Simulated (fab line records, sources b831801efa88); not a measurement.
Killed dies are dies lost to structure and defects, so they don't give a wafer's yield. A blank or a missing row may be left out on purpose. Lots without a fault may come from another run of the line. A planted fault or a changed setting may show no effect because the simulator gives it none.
Chamber matching | flow gf180mcu | GF_V5_CMP_04 on cmp-02: 4 sister chambers
The step polishes SiO2. 4 wafers are shown with their chamber, then 8 later ones without.

WAFERS WITH THEIR CHAMBER
wafer  | chamber | motor_current_A (A)
L569.6 | 1       | 12.3
L573.4 | 3       | 10.8
L573.5 | 2       | 12.8
L575.2 | 0       | 10.2

WAFERS WITHOUT THEIR CHAMBER
wafer  | motor_current_A (A)
L575.4 | 11.9
L575.5 | 9.9
L585.2 | 13.4
L585.3 | 10.1
L585.4 | 12.1
L589.1 | 10.9
L589.2 | 12.8
L589.3 | 9.6

WHICH CHAMBER EACH WENT THROUGH
wafer  | from the rows above          | in truth
L575.4 | can't be placed: 1 or 2 or 3 | 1
L575.5 | can't be placed: 0 or 3      | 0
L585.2 | can't be placed: 2 or 1      | 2
L585.3 | can't be placed: 0 or 3      | 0
L585.4 | can't be placed: 1 or 2      | 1
L589.1 | can't be placed: 3 or 0      | 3
L589.2 | can't be placed: 2 or 1      | 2
L589.3 | can't be placed: 0 or 3      | 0
Placed correctly: 0 of 8. Can't be placed from these rows: 8 (the true chamber is among the candidates in 8). Placed wrongly: 0.
How it was worked out, from the rows above alone: a wafer's distance from a chamber is the root of the sum, over the readings, of the square of ((its reading less the chamber's mean) divided by the reading's scatter). The wafer belongs to the nearest chamber; if the next one is less than 2 further off, it can't be placed. A chamber's mean is the mean of its shown wafers. The scatter: with one shown wafer a chamber, the root of the mean of the squares of how far each hidden wafer lies from its nearest shown one.
